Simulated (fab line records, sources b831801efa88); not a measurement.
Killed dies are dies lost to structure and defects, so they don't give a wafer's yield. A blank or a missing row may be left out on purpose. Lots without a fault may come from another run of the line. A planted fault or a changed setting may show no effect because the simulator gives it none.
fab line records | flow sky130
record lots=5 wafers=15 last_day=50
route steps=708 shown POLY_GATE@226 LDD_N@237 LDD_P@255
lots that met no fault: from a run of the same line without faults
start_h: hours from the record's first day to the start of the lot's first wafer shown | wait_h: hours since the lot's step before | " the same as in the row above | L1.1+2: a row that stands for several wafers | - no value, or no start given | * or withheld: withheld | < > ~ a bound
route shown NAME@n: a module of which the file shows steps, and the number in the route of the first | usual: mean/standard deviation of fault-free wafers | same: alike in all rows | chamber/n: place in a boat | sites: the reading at each site | _std_site: their standard deviation | _edge_site: outer sites' mean less inner sites' | radius_mm: how far each site lies from the wafer's centre | mask NAME#n: copy n | behind: the tool/chamber that last shaped the wafer | hold: why the lot was held/for how many hours/how that ended | device: the transistor (n, p or np) that didn't switch | end of line: the same wafers' tests at the end of the route | a step without rows: its recipe alone | killed: dies lost to structure and defects at the first sort, not the wafer's yield | map: a wafer's dies, x killed, . not, _ none there
set.NAME: the setting as run; set.NAME@STEP: as run at that earlier step | model.NAME: the simulator's own value behind a step, which no gauge read
lots at some steps of the route; a table a step, a row a wafer
services: from which hour (start_h, from the record's first day; less than 0 if before it) a tool's chamber was out of use, for how many hours, and why
## steps
# step SKY_POLY_GATE_DEVELOP_12
# recipe develop_time_s=60 resist=KrF-thick dev_temp_c=22
# columns lot.wafer tool chamber start_h wait_h
L076.1+3+4 litho_track-02 0 - -
L086.1+4+5 litho_track-01 0 - -
L087.2+3+4 litho_track-01 0 - -
L090.1+2+3 litho_track-02 0 - -
L096.1+2+6 litho_track-04 0 - -
# step SKY_POLY_GATE_CD_MEAS_13
# recipe target_cd_nm=150
# usual cd_nm=150.1/1.3
# columns lot.wafer tool chamber start_h wait_h cd_nm
L076.1 cd_sem-02 - 407.73 - 148.7
L076.3 " - " " 149.6
L076.4 " - " " 150.1
L086.1 cd_sem-01 - 482.13 - 148.8
L086.4 " - " " 150.1
L086.5 " - " " 150.4
L087.2 cd_sem-01 - 488.95 - 150.2
L087.3 " - " " 148.6
L087.4 " - " " 149.7
L090.1 cd_sem-01 - 505.93 - 147.0
L090.2 " - " " 149.6
L090.3 " - " " 149.5
L096.1 cd_sem-02 - 560.59 - 150.8
L096.2 " - " " 151.0
L096.6 " - " " 149.9
# step SKY_POLY_GATE_OVL_MEAS_14
# usual POLY_GATE_OVL=3/5.6
# columns lot.wafer tool chamber start_h wait_h POLY_GATE_OVL[nm]
L076.1 overlay-01 - 407.85 0.1 0
L076.3 " - " " 6
L076.4 " - " " 8
L086.1 overlay-02 - 482.25 0.1 5
L086.4 " - " " 5
L086.5 " - " " 3
L087.2 overlay-02 - 489.06 0.1 4
L087.3 " - " " 2
L087.4 " - " " 4
L090.1 overlay-02 - 506.05 0.1 2
L090.2 " - " " 7
L090.3 " - " " 9
L096.1 overlay-01 - 560.71 0.1 5
L096.2 " - " " 5
L096.6 " - " " 8
# step SKY_POLY_GATE_ETCH_15
# recipe chemistry=N2/H2 target=BARC ion_energy_ev=200 source_w=500 bias_w=100 pressure_mtorr=30 n2_flow_sccm=100 h2_flow_sccm=200 stop_on=SiO2 time_s=118.5 target_depth_a=1100
# usual chamber_pressure_mTorr=29.998/0.026 drypump_motor_current_A=5.7/0.39 oes_product_au=0.717/0.0045 throttle_valve_pct=13.211/0.0097
# columns lot.wafer tool chamber start_h wait_h chamber_pressure_mTorr drypump_motor_current_A oes_product_au rf_hours_counter_h throttle_valve_pct
L076.1 rie_diel-04 3 407.88 0.0 30.023 5.3 0.719 16 13.213
L076.3 " 1 " " 30.027 5.5 0.726 5 13.225
L076.4 " 0 " " 29.982 5.3 0.719 14 13.212
L086.1 rie_diel-04 3 482.29 0.0 29.994 5.3 0.718 17 13.191
L086.4 " 0 " " 29.997 5.3 0.715 15 13.212
L086.5 " 2 " " 29.993 5.4 0.714 - 13.197
L087.2 rie_diel-02 0 489.09 0.0 30.003 6.1 0.722 58 13.200
L087.3 " 3 " " 30.007 6.1 0.720 27 13.204
L087.4 " 2 " " 30.014 5.6 0.711 3 13.209
L090.1 rie_diel-04 1 506.08 0.0 29.975 5.5 0.718 6 13.203
L090.2 " 0 " " 30.005 5.3 0.718 15 13.222
L090.3 " 2 " " 29.999 5.3 0.712 49 13.226
L096.1 rie_diel-04 0 560.75 0.0 29.951 5.3 0.719 16 13.217
L096.2 " 1 " " 30.026 5.5 0.720 7 13.203
L096.6 " 1 " " 30.037 5.5 0.715 - 13.238
# step SKY_POLY_GATE_ETCH_16
# recipe stop_on=poly-Si chemistry=CH3F/O2 target=Si3N4 source_w=400 bias_w=80 pressure_mtorr=25 ch3f_flow_sccm=40 O2_flow_sccm=30 time_s=147.5 target_depth_a=750
# usual chamber_pressure_mTorr=24.999/0.024 drypump_motor_current_A=5.7/0.39 oes_product_au=0.640/0.005 throttle_valve_pct=10.535/0.0089
# columns lot.wafer tool chamber start_h wait_h chamber_pressure_mTorr drypump_motor_current_A oes_product_au rf_hours_counter_h throttle_valve_pct
L076.1 rie_diel-04 3 407.97 0.0 25.023 5.3 0.634 16 10.553
L076.3 " 1 " " 24.988 5.5 0.638 5 10.528
L076.4 " 0 " " 24.996 5.3 0.639 14 10.531
L086.1 rie_diel-04 3 482.37 0.0 25.018 5.3 0.635 17 10.544
L086.4 " 0 " " 24.990 5.3 0.651 15 10.525
L086.5 " 2 " " 24.978 5.3 0.639 - 10.530
L087.2 rie_diel-02 0 489.17 0.0 24.996 6.2 0.637 58 10.545
L087.3 " 3 " " 24.979 6.1 0.635 27 10.541
L087.4 " 2 " " 25.068 5.6 0.640 3 10.555
L090.1 rie_diel-04 1 506.17 0.0 24.974 5.5 0.627 6 10.543
L090.2 " 0 " " 24.992 5.3 0.637 15 10.541
L090.3 " 2 " " 25.011 5.4 0.641 49 10.540
L096.1 rie_diel-04 0 560.83 0.0 24.994 5.3 0.639 16 10.542
L096.2 " 1 " " 24.994 5.5 0.639 7 10.516
L096.6 " 1 " " 24.961 5.4 0.640 - 10.536
# step SKY_POLY_GATE_ETCH_17
# recipe target_depth_nm=180 stop_on=SiO2 over_etch_frac=0.56667 chemistry=HBr/Cl2 target=poly-Si icp_w=400 bias_w=100 pressure_mtorr=10 HBr_flow_sccm=150 Cl2_flow_sccm=50 time_s=70.5
# usual HBr_flow_sccm=150.0/0.44 chamber_pressure_mTorr=10.001/0.0085 drypump_motor_current_A=5.90/0.27 oes_product_au=0.986/0.008 throttle_valve_pct=33.684/0.0085
# columns lot.wafer tool chamber start_h wait_h HBr_flow_sccm chamber_pressure_mTorr drypump_motor_current_A oes_product_au rf_hours_counter_h throttle_valve_pct
L076.1 rie_si-02 3 408.07 0.0 149.5 10.017 6.12 0.991 2 33.679
L076.3 " 0 " " 150.1 9.999 5.71 0.999 1 33.680
L076.4 " 2 " " 149.9 10.004 6.06 0.974 72 33.677
L086.1 rie_si-02 1 482.47 0.0 149.9 10.004 5.83 0.994 4 33.671
L086.4 " 2 " " 149.6 10.007 6.05 0.981 0 33.684
L086.5 " 1 " " 149.7 9.992 5.79 0.981 - 33.701
L087.2 rie_si-01 0 489.27 0.0 150.0 10.001 5.51 0.986 2 33.690
L087.3 " 1 " " 149.8 9.995 6.10 0.992 5 33.685
L087.4 " 2 " " 150.4 9.998 5.63 0.991 1 33.688
L090.1 rie_si-02 3 506.26 0.0 150.3 9.997 6.10 0.974 2 33.684
L090.2 " 0 " " 148.9 10.009 5.72 0.977 1 33.683
L090.3 " 1 " " 150.5 9.984 5.78 0.976 4 33.679
L096.1 rie_si-02 3 560.93 0.0 149.5 10.001 6.08 0.990 3 33.683
L096.2 " 0 " " 149.8 10.004 5.71 0.981 1 33.680
L096.6 " 3 " " 149.2 10.001 6.09 0.979 - 33.673
# step SKY_POLY_GATE_STRIP_18
# recipe chemistry=O2/N2 power_w=1400 pressure_mtorr=1500 platen_temp_c=withheld o2_flow_sccm=3000 n2_flow_sccm=300 overash_fraction=0.5
# usual chamber_pressure_mTorr=1499.8/1.3 drypump_motor_current_A=5.7/0.57 oes_product_au=0.362/0.0048 strip_time_to_endpoint_s=3.17/0.033
# columns lot.wafer tool chamber start_h wait_h chamber_pressure_mTorr drypump_motor_current_A oes_product_au rf_hours_counter_h strip_time_to_endpoint_s
L076.1 plasma_asher-04 0 408.12 0.0 1500.2 6.3 0.365 28 3.17
L076.3 " 1 " " 1500.5 4.8 0.367 - 3.18
L076.4 " 0 " " 1499.8 6.3 0.360 - 3.26
L086.1 plasma_asher-04 1 482.53 0.0 1500.8 4.8 0.362 36 3.15
L086.4 " 0 " " 1500.0 6.3 0.357 - 3.20
L086.5 " 0 " " 1501.1 6.3 0.363 - 3.14
L087.2 plasma_asher-04 0 489.33 0.0 1500.5 6.3 0.360 37 3.16
L087.3 " 1 " " 1501.2 4.8 0.354 - 3.18
L087.4 " 0 " " 1501.0 6.3 0.368 - 3.15
L090.1 plasma_asher-01 1 506.32 0.0 1499.7 5.8 0.360 7 3.19
L090.2 " 0 " " 1498.6 5.6 0.358 7 3.20
L090.3 " 0 " " 1499.6 5.6 0.360 - 3.16
L096.1 plasma_asher-04 1 560.98 0.0 1501.3 4.8 0.370 41 3.16
L096.2 " 0 " " 1499.9 6.3 0.363 41 3.17
L096.6 " 1 " " 1498.7 4.8 0.348 - 3.18
# step SKY_POLY_GATE_CLEAN_19
# recipe chemistry=SC1/SC2 mix=1:4:20 temp_c=70 time_s=150 dry=n2_spin
# columns lot.wafer tool chamber start_h wait_h
L076.1+3+4 wet_bench-04 1 408.22 0.1
L086.1+4+5 wet_bench-02 2 482.63 0.1
L087.2+3+4 wet_bench-01 3 489.43 0.1
L090.1+2+3 wet_bench-01 2 506.42 0.1
L096.1+2+6 wet_bench-04 3 561.08 0.1
# step SKY_POLY_GATE_OXIDATION_20
# recipe temp_c=850 ambient=O2 stabilise_s=600 purge_s=300 target_thk_a=40 ox_time_s=899
# usual spike_tc_centre_C=850.3/1 zone_power_centre_pct=15.4/0.95 zone_power_lower_pct=16.62/0.23
# same stabilise_s=600
# columns lot.wafer tool chamber start_h wait_h spike_tc_centre_C zone_power_centre_pct zone_power_lower_pct
L076.1 furnace-02 0 408.27 0.0 850.6 16.5 16.32
L076.3 " 0 " " 848.6 16.3 16.48
L076.4 " 0 " " 852.3 16.5 16.04
L086.1 furnace-01 0 482.68 0.0 849.8 14.4 16.96
L086.4 " 0 " " 849.5 14.7 16.67
L086.5 " 0 " " 851.8 14.5 16.90
L087.2 furnace-01 0 489.48 0.0 849.7 14.3 16.68
L087.3 " 0 " " 849.7 14.7 16.59
L087.4 " 0 " " 849.2 14.5 16.72
L090.1 furnace-01 0 506.47 0.0 848.9 14.7 16.58
L090.2 " 0 " " 849.5 14.6 16.52
L090.3 " 0 " " 849.3 14.6 16.95
L096.1 furnace-01 0 561.13 0.0 849.4 14.4 16.57
L096.2 " 0 " " 851.4 14.5 16.53
L096.6 " 0 " " 849.9 14.5 16.86
# step SKY_POLY_GATE_THK_MEAS_21
# recipe reads=SiO2_of_POLY_GATE_OXIDATION_20
# usual POLY_GATE_OXIDATION_THK=3.95/0.092
# columns lot.wafer tool chamber start_h wait_h POLY_GATE_OXIDATION_THK[nm]
L076.1 film_metro-03 - 409.52 0.0 4.05
L076.3 " - " " 4.00
L076.4 " - " " 3.97
L086.1 film_metro-01 - 483.93 0.0 3.99
L086.4 " - " " 3.98
L086.5 " - " " 4.05
L087.2 film_metro-02 - 490.74 0.0 4.03
L087.3 " - " " 4.13
L087.4 " - " " 4.03
L090.1 film_metro-01 - 507.72 0.0 3.96
L090.2 " - " " 3.86
L090.3 " - " " 3.85
L096.1 film_metro-01 - 562.38 0.0 3.88
L096.2 " - " " 3.81
L096.6 " - " " 3.93
# step SKY_POLY_GATE_CD_MEAS_22
# usual cd_nm=150.7/1.7
# columns lot.wafer tool chamber start_h wait_h cd_nm
L076.1 cd_sem-01 - 409.58 0.1 150.0
L076.3 " - " " 147.8
L076.4 " - " " 153.0
L086.1 cd_sem-02 - 484.00 0.1 148.7
L086.4 " - " " 150.8
L086.5 " - " " 150.2
L087.2 cd_sem-01 - 490.82 0.1 151.0
L087.3 " - " " 149.0
L087.4 " - " " 151.9
L090.1 cd_sem-01 - 507.78 0.1 147.1
L090.2 " - " " 148.5
L090.3 " - " " 150.5
L096.1 cd_sem-01 - 562.44 0.1 150.1
L096.2 " - " " 149.2
L096.6 " - " " 147.6
# step SKY_LDD_N_DEHYDRATE_00
# recipe temp_c=200 time_s=60
# columns lot.wafer tool chamber start_h wait_h
L076.1+3+4 litho_track-03 0 422.70 13.1
L086.1+4+5 litho_track-04 0 499.44 15.4
L087.2+3+4 litho_track-04 0 506.37 15.5
L090.1+2+3 litho_track-02 0 521.43 13.6
L096.1+2+6 litho_track-03 0 576.75 14.3
# step SKY_LDD_N_HMDS_01
# recipe prime_time_s=60 prime_temp_c=120
# columns lot.wafer tool chamber start_h wait_h
L076.1+3+4 litho_track-03 0 422.85 0.1
L086.1+4+5 litho_track-04 0 499.59 0.1
L087.2+3+4 litho_track-04 0 506.52 0.1
L090.1+2+3 litho_track-02 0 521.58 0.1
L096.1+2+6 litho_track-03 0 576.90 0.1
# step SKY_LDD_N_COAT_02
# recipe resist=NOVOLAK spin_rpm=3000 resist_thk_nm=300
# columns lot.wafer tool chamber start_h wait_h
L076.1+3+4 litho_track-03 0 423.00 0.1
L086.1+4+5 litho_track-04 0 499.74 0.1
L087.2+3+4 litho_track-04 0 506.67 0.1
L090.1+2+3 litho_track-02 0 521.73 0.1
L096.1+2+6 litho_track-03 0 577.05 0.1
# step SKY_LDD_N_SOFTBAKE_03
# recipe temp_c=90 time_s=60 resist=NOVOLAK
# columns lot.wafer tool chamber start_h wait_h
L076.1+3+4 litho_track-03 0 423.15 0.1
L086.1+4+5 litho_track-04 0 499.89 0.1
L087.2+3+4 litho_track-04 0 506.82 0.1
L090.1+2+3 litho_track-02 0 521.88 0.1
L096.1+2+6 litho_track-03 0 577.20 0.1
# step SKY_LDD_N_EXPOSE_04
# recipe mask_id=NTM target_cd_nm=840 na=0.6 source_shape=conventional sigma_outer=0.6 dose_mj=110
# columns lot.wafer tool chamber start_h wait_h mask
L076.1+3+4 iline_stepper-02 0 - - NTM#0
L086.1+4+5 iline_stepper-01 0 - - NTM#0
L087.2+3+4 iline_stepper-02 0 - - NTM#0
L090.1+2+3 iline_stepper-01 0 - - NTM#0
L096.1+2+6 iline_stepper-02 0 - - NTM#0
# step SKY_LDD_N_PEB_05
# recipe temp_c=withheld time_s=* resist=NOVOLAK
# columns lot.wafer tool chamber start_h wait_h
L076.1+3+4 litho_track-04 0 - -
L086.1+4+5 litho_track-04 0 - -
L087.2+3+4 litho_track-02 0 - -
L090.1+2+3 litho_track-02 0 - -
L096.1+2+6 litho_track-03 0 - -
# step SKY_LDD_N_DEVELOP_06
# recipe develop_time_s=60 dev_temp_c=23
# columns lot.wafer tool chamber start_h wait_h
L076.1+3+4 litho_track-04 0 439.04 0.1
L086.1+4+5 litho_track-04 0 514.49 0.1
L087.2+3+4 litho_track-02 0 520.95 0.1
L090.1+2+3 litho_track-02 0 537.03 0.1
L096.1+2+6 litho_track-03 0 592.85 0.1
# step SKY_LDD_N_OVL_MEAS_07
# usual LDD_N_OVL=0.6/1.6
# columns lot.wafer tool chamber start_h wait_h LDD_N_OVL[nm]
L076.1 overlay-01 - 439.19 0.1 0.9
L076.3 " - " " -1.1
L076.4 " - " " 0.0
L086.1 overlay-01 - 514.64 0.1 -1.2
L086.4 " - " " -1.5
L086.5 " - " " -1.9
L087.2 overlay-02 - 521.08 0.1 2.5
L087.3 " - " " 0.8
L087.4 " - " " 1.2
L090.1 overlay-02 - 537.18 0.1 -1.4
L090.2 " - " " 0.6
L090.3 " - " " 0.0
L096.1 overlay-02 - 593.00 0.1 -1.5
L096.2 " - " " 1.2
L096.6 " - " " 1.0
# step SKY_LDD_N_IMPLANT_08
# recipe species=As energy_kev=20 dose_cm2=7.5e+13 tilt_deg=withheld rotation_deg=23
# usual faraday_current_uA=422/8.1
# columns lot.wafer tool chamber start_h wait_h faraday_current_uA
L076.1 implanter-02 0 439.23 0.0 422
L076.3 " 0 " " 422
L076.4 " 0 " " 416
L086.1 implanter-03 0 514.68 0.0 436
L086.4 " 0 " " 417
L086.5 " 0 " " 410
L087.2 implanter-03 0 521.14 0.0 423
L087.3 " 0 " " 412
L087.4 " 0 " " 419
L090.1 implanter-04 0 537.21 0.0 416
L090.2 " 0 " " 434
L090.3 " 0 " " 425
L096.1 implanter-04 0 593.03 0.0 415
L096.2 " 0 " " 417
L096.6 " 0 " " 434
# step SKY_LDD_N_IMPLANT_09
# recipe species=As energy_kev=20 dose_cm2=7.5e+13 tilt_deg=withheld rotation_deg=113
# usual faraday_current_uA=422/8.5
# columns lot.wafer tool chamber start_h wait_h faraday_current_uA
L076.1 implanter-02 0 439.38 0.1 400
L076.3 " 0 " " 421
L076.4 " 0 " " 412
L086.1 implanter-03 0 514.83 0.1 428
L086.4 " 0 " " 410
L086.5 " 0 " " 425
L087.2 implanter-03 0 521.29 0.1 426
L087.3 " 0 " " 424
L087.4 " 0 " " 435
L090.1 implanter-04 0 537.36 0.1 437
L090.2 " 0 " " 422
L090.3 " 0 " " 408
L096.1 implanter-04 0 593.18 0.1 423
L096.2 " 0 " " 419
L096.6 " 0 " " 422
# step SKY_LDD_N_IMPLANT_10
# recipe species=As energy_kev=20 dose_cm2=7.5e+13 tilt_deg=withheld rotation_deg=203
# usual faraday_current_uA=423/8.5
# columns lot.wafer tool chamber start_h wait_h faraday_current_uA
L076.1 implanter-02 0 439.53 0.1 426
L076.3 " 0 " " 421
L076.4 " 0 " " 430
L086.1 implanter-03 0 514.98 0.1 445
L086.4 " 0 " " 433
L086.5 " 0 " " 409
L087.2 implanter-03 0 521.44 0.1 426
L087.3 " 0 " " 431
L087.4 " 0 " " 424
L090.1 implanter-04 0 537.51 0.1 425
L090.2 " 0 " " 425
L090.3 " 0 " " 428
L096.1 implanter-04 0 593.33 0.1 410
L096.2 " 0 " " 432
L096.6 " 0 " " 426
# step SKY_LDD_N_IMPLANT_11
# recipe species=As energy_kev=20 dose_cm2=7.5e+13 tilt_deg=withheld rotation_deg=293
# usual faraday_current_uA=422/9.4
# columns lot.wafer tool chamber start_h wait_h faraday_current_uA
L076.1 implanter-02 0 439.68 0.1 421
L076.3 " 0 " " 402
L076.4 " 0 " " 432
L086.1 implanter-03 0 515.13 0.1 419
L086.4 " 0 " " 429
L086.5 " 0 " " 410
L087.2 implanter-03 0 521.59 0.1 430
L087.3 " 0 " " 415
L087.4 " 0 " " 410
L090.1 implanter-04 0 537.66 0.1 429
L090.2 " 0 " " 410
L090.3 " 0 " " 430
L096.1 implanter-04 0 593.48 0.1 425
L096.2 " 0 " " 425
L096.6 " 0 " " 412
# step SKY_LDD_N_IMPLANT_12
# recipe species=BF2 energy_kev=50 dose_cm2=5e+12 tilt_deg=30 rotation_deg=0
# usual faraday_current_uA=28.1/0.54
# columns lot.wafer tool chamber start_h wait_h faraday_current_uA
L076.1 implanter-02 0 439.83 0.1 28.9
L076.3 " 0 " " 28.7
L076.4 " 0 " " 28.1
L086.1 implanter-03 0 515.28 0.1 27.4
L086.4 " 0 " " 27.9
L086.5 " 0 " " 29.0
L087.2 implanter-03 0 521.74 0.1 28.0
L087.3 " 0 " " 28.2
L087.4 " 0 " " 28.7
L090.1 implanter-04 0 537.81 0.1 28.5
L090.2 " 0 " " 27.9
L090.3 " 0 " " 27.7
L096.1 implanter-04 0 593.63 0.1 28.3
L096.2 " 0 " " 28.1
L096.6 " 0 " " 27.3
# step SKY_LDD_N_IMPLANT_13
# recipe species=BF2 energy_kev=50 dose_cm2=5e+12 tilt_deg=30 rotation_deg=90
# usual faraday_current_uA=28.2/0.52
# columns lot.wafer tool chamber start_h wait_h faraday_current_uA
L076.1 implanter-02 0 439.98 0.1 28.6
L076.3 " 0 " " 28.5
L076.4 " 0 " " 28.0
L086.1 implanter-03 0 515.43 0.1 28.1
L086.4 " 0 " " 28.2
L086.5 " 0 " " 27.5
L087.2 implanter-03 0 521.89 0.1 28.8
L087.3 " 0 " " 27.1
L087.4 " 0 " " 28.5
L090.1 implanter-04 0 537.96 0.1 29.0
L090.2 " 0 " " 27.2
L090.3 " 0 " " 28.5
L096.1 implanter-04 0 593.78 0.1 28.3
L096.2 " 0 " " 28.4
L096.6 " 0 " " 28.0
# step SKY_LDD_N_IMPLANT_14
# recipe species=BF2 energy_kev=50 dose_cm2=5e+12 tilt_deg=30 rotation_deg=180
# usual faraday_current_uA=28.1/0.52
# columns lot.wafer tool chamber start_h wait_h faraday_current_uA
L076.1 implanter-02 0 440.13 0.1 28.9
L076.3 " 0 " " 27.7
L076.4 " 0 " " 28.5
L086.1 implanter-03 0 515.58 0.1 28.4
L086.4 " 0 " " 27.5
L086.5 " 0 " " 27.7
L087.2 implanter-03 0 522.04 0.1 28.8
L087.3 " 0 " " 28.6
L087.4 " 0 " " 27.9
L090.1 implanter-04 0 538.11 0.1 27.4
L090.2 " 0 " " 27.7
L090.3 " 0 " " 28.4
L096.1 implanter-04 0 593.93 0.1 28.7
L096.2 " 0 " " 27.8
L096.6 " 0 " " 27.7
# step SKY_LDD_N_IMPLANT_15
# recipe species=BF2 energy_kev=50 dose_cm2=5e+12 tilt_deg=30 rotation_deg=270
# usual faraday_current_uA=28.2/0.58
# columns lot.wafer tool chamber start_h wait_h faraday_current_uA
L076.1 implanter-02 0 440.28 0.1 28.3
L076.3 " 0 " " 28.7
L076.4 " 0 " " 28.5
L086.1 implanter-03 0 515.73 0.1 28.6
L086.4 " 0 " " 27.6
L086.5 " 0 " " 28.7
L087.2 implanter-03 0 522.19 0.1 28.4
L087.3 " 0 " " 28.0
L087.4 " 0 " " 28.1
L090.1 implanter-04 0 538.26 0.1 28.6
L090.2 " 0 " " 28.3
L090.3 " 0 " " 27.6
L096.1 implanter-04 0 594.08 0.1 27.9
L096.2 " 0 " " 28.9
L096.6 " 0 " " 27.7
# step SKY_LDD_N_STRIP_16
# recipe chemistry=O2/N2 power_w=1400 pressure_mtorr=1500 platen_temp_c=withheld o2_flow_sccm=3000 n2_flow_sccm=300 overash_fraction=0.5
# usual chamber_pressure_mTorr=1500.0/1.3 drypump_motor_current_A=5.8/0.34 oes_product_au=0.406/0.0045 strip_time_to_endpoint_s=4.315/0.013
# columns lot.wafer tool chamber start_h wait_h chamber_pressure_mTorr drypump_motor_current_A oes_product_au rf_hours_counter_h strip_time_to_endpoint_s
L076.1 plasma_asher-02 1 440.43 0.1 1498.5 5.8 0.405 76 4.329
L076.3 " 1 " " 1499.1 5.8 0.401 - 4.328
L076.4 " 0 " " 1499.3 5.1 0.403 - 4.319
L086.1 plasma_asher-03 1 515.88 0.1 1500.1 5.8 0.410 70 4.327
L086.4 " 1 " " 1500.7 5.8 0.410 - 4.300
L086.5 " 0 " " 1499.4 6.2 0.405 - 4.314
L087.2 plasma_asher-03 0 522.31 0.1 1502.3 6.2 0.403 71 4.313
L087.3 " 0 " " 1500.5 6.2 0.407 - 4.334
L087.4 " 1 " " 1499.8 5.8 0.406 - 4.328
L090.1 plasma_asher-03 0 538.41 0.1 1502.0 6.2 0.400 72 4.298
L090.2 " 1 " " 1499.3 5.8 0.400 72 4.321
L090.3 " 0 " " 1500.8 6.2 0.405 - 4.312
L096.1 plasma_asher-03 0 594.23 0.1 1499.7 6.2 0.408 79 4.306
L096.2 " 1 " " 1500.7 5.8 0.411 79 4.322
L096.6 " 0 " " 1499.6 6.2 0.409 - 4.299
# step SKY_LDD_N_TW_MEAS_17
# usual LDD_N_TW=2596/18
# columns lot.wafer tool chamber start_h wait_h LDD_N_TW
L076.1 film_metro-01 - 440.53 0.1 2619
L076.3 " - " " 2605
L076.4 " - " " 2600
L086.1 film_metro-04 - 515.98 0.1 2612
L086.4 " - " " 2580
L086.5 " - " " 2583
L087.2 film_metro-03 - 522.42 0.1 2578
L087.3 " - " " 2567
L087.4 " - " " 2592
L090.1 film_metro-03 - 538.51 0.1 2572
L090.2 " - " " 2584
L090.3 " - " " 2586
L096.1 film_metro-03 - 594.33 0.1 2563
L096.2 " - " " 2572
L096.6 " - " " 2560
# step SKY_LDD_P_DEHYDRATE_00
# recipe temp_c=200 time_s=60
# columns lot.wafer tool chamber start_h wait_h
L076.1+3+4 litho_track-01 0 454.13 13.6
L086.1+4+5 litho_track-01 0 530.33 14.3
L087.2+3+4 litho_track-02 0 537.20 14.8
L090.1+2+3 litho_track-03 0 551.90 13.4
L096.1+2+6 litho_track-03 0 607.80 13.5
# step SKY_LDD_P_HMDS_01
# recipe prime_time_s=60 prime_temp_c=120
# columns lot.wafer tool chamber start_h wait_h
L076.1+3+4 litho_track-01 0 454.28 0.1
L086.1+4+5 litho_track-01 0 530.48 0.1
L087.2+3+4 litho_track-02 0 537.35 0.1
L090.1+2+3 litho_track-03 0 552.05 0.1
L096.1+2+6 litho_track-03 0 607.95 0.1
# step SKY_LDD_P_COAT_02
# recipe resist=NOVOLAK spin_rpm=3000 resist_thk_nm=1140
# columns lot.wafer tool chamber start_h wait_h
L076.1+3+4 litho_track-01 0 454.43 0.1
L086.1+4+5 litho_track-01 0 530.63 0.1
L087.2+3+4 litho_track-02 0 537.50 0.1
L090.1+2+3 litho_track-03 0 552.20 0.1
L096.1+2+6 litho_track-03 0 608.10 0.1
# step SKY_LDD_P_SOFTBAKE_03
# recipe temp_c=90 time_s=61.51 resist=NOVOLAK
# usual plate_sensor_t_centre_C=90.760/0.01 plate_sensor_t_edge_C=90.829/0.0099
# columns lot.wafer tool chamber start_h wait_h plate_sensor_t_centre_C plate_sensor_t_edge_C
L076.1 litho_track-01 0 454.58 0.1 90.759 90.830
L076.3 " 0 " " 90.740 90.838
L076.4 " 0 " " 90.755 90.829
L086.1 litho_track-01 0 530.78 0.1 90.754 90.810
L086.4 " 0 " " 90.760 90.820
L086.5 " 0 " " 90.772 90.839
L087.2 litho_track-02 0 537.65 0.1 90.767 90.840
L087.3 " 0 " " 90.769 90.832
L087.4 " 0 " " 90.752 90.834
L090.1 litho_track-03 0 552.35 0.1 90.788 90.835
L090.2 " 0 " " 90.758 90.819
L090.3 " 0 " " 90.762 90.828
L096.1 litho_track-03 0 608.25 0.1 90.755 90.819
L096.2 " 0 " " 90.757 90.830
L096.6 " 0 " " 90.752 90.833
# step SKY_LDD_P_EXPOSE_04
# recipe mask_id=PSDM na=0.6 source_shape=conventional sigma_outer=0.6 polarization=unpolarized target_cd_nm=380 dose_mj=138
# columns lot.wafer tool chamber start_h wait_h mask
L076.1+3+4 iline_stepper-01 0 - - PSDM#0
L086.1+4+5 iline_stepper-01 0 - - PSDM#0
L087.2+3+4 iline_stepper-02 0 - - PSDM#0
L090.1+2+3 iline_stepper-01 0 - - PSDM#0
L096.1+2+6 iline_stepper-02 0 - - PSDM#0
# step SKY_LDD_P_PEB_05
# recipe temp_c=withheld time_s=* resist=NOVOLAK
# columns lot.wafer tool chamber start_h wait_h
L076.1+3+4 litho_track-01 0 - -
L086.1+4+5 litho_track-03 0 - -
L087.2+3+4 litho_track-03 0 - -
L090.1+2+3 litho_track-01 0 - -
L096.1+2+6 litho_track-03 0 - -
# step SKY_LDD_P_DEVELOP_06
# recipe resist=NOVOLAK developer=TMAH develop_time_s=60 dev_temp_c=23
# columns lot.wafer tool chamber start_h wait_h
L076.1+3+4 litho_track-01 0 471.03 0.1
L086.1+4+5 litho_track-03 0 544.90 0.1
L087.2+3+4 litho_track-03 0 551.17 0.1
L090.1+2+3 litho_track-01 0 568.18 0.1
L096.1+2+6 litho_track-03 0 623.60 0.1
# step SKY_LDD_P_CD_MEAS_07
# recipe target_cd_nm=380
# usual cd_nm=379.5/2.3
# columns lot.wafer tool chamber start_h wait_h cd_nm
L076.1 cd_sem-01 - 471.18 0.1 376.0
L076.3 " - " " 375.7
L076.4 " - " " 377.6
L086.1 cd_sem-01 - 545.05 0.1 378.8
L086.4 " - " " 378.6
L086.5 " - " " 378.9
L087.2 cd_sem-02 - 551.32 0.1 378.7
L087.3 " - " " 376.8
L087.4 " - " " 378.0
L090.1 cd_sem-01 - 568.33 0.1 380.5
L090.2 " - " " 378.4
L090.3 " - " " 377.5
L096.1 cd_sem-02 - 623.75 0.1 378.3
L096.2 " - " " 377.6
L096.6 " - " " 378.6
# step SKY_LDD_P_OVL_MEAS_08
# usual LDD_P_OVL=-0.5/1.2
# columns lot.wafer tool chamber start_h wait_h LDD_P_OVL[nm]
L076.1 overlay-02 - 471.30 0.1 -0.3
L076.3 " - " " -0.5
L076.4 " - " " -0.7
L086.1 overlay-01 - 545.17 0.1 -0.3
L086.4 " - " " 0.2
L086.5 " - " " -1.2
L087.2 overlay-02 - 551.42 0.1 -3.5
L087.3 " - " " -2.0
L087.4 " - " " -2.3
L090.1 overlay-01 - 568.45 0.1 0.9
L090.2 " - " " -1.8
L090.3 " - " " 0.2
L096.1 overlay-01 - 623.87 0.1 -1.3
L096.2 " - " " -0.4
L096.6 " - " " -0.6
## services
# columns tool chamber start_h hours kind
implanter-04 - 397.41 25.2 repair
rie_diel-04 - 400.61 0.6 repair
iline_stepper-02 - 417.07 2.7 repair
rie_diel-04 0 418.17 3.2 repair
iline_stepper-01 - 420.27 1.7 pm
rie_diel-04 1 421.33 3.9 repair
iline_stepper-02 - 423.92 3.8 repair
rie_diel-04 - 434.55 14.6 pm
implanter-03 - 452.63 3.2 pm
rie_diel-04 - 466.51 2.0 repair
rie_diel-04 3 506.00 8.4 repair
implanter-04 - 512.49 4.1 pm
implanter-02 - 522.19 1.1 repair
implanter-02 - 527.12 5.6 repair
implanter-04 - 556.43 0.7 repair
implanter-04 - 567.53 10.3 repair
implanter-02 - 567.93 3.8 pm
implanter-03 - 569.74 4.8 repair
rie_diel-04 - 578.77 0.2 repair
implanter-04 - 581.12 3.4 pm
implanter-04 - 588.09 2.3 repair
implanter-03 - 590.13 2.3 repair
implanter-04 - 598.46 15.0 pm
implanter-04 - 615.20 1.9 repair
## key
fault none
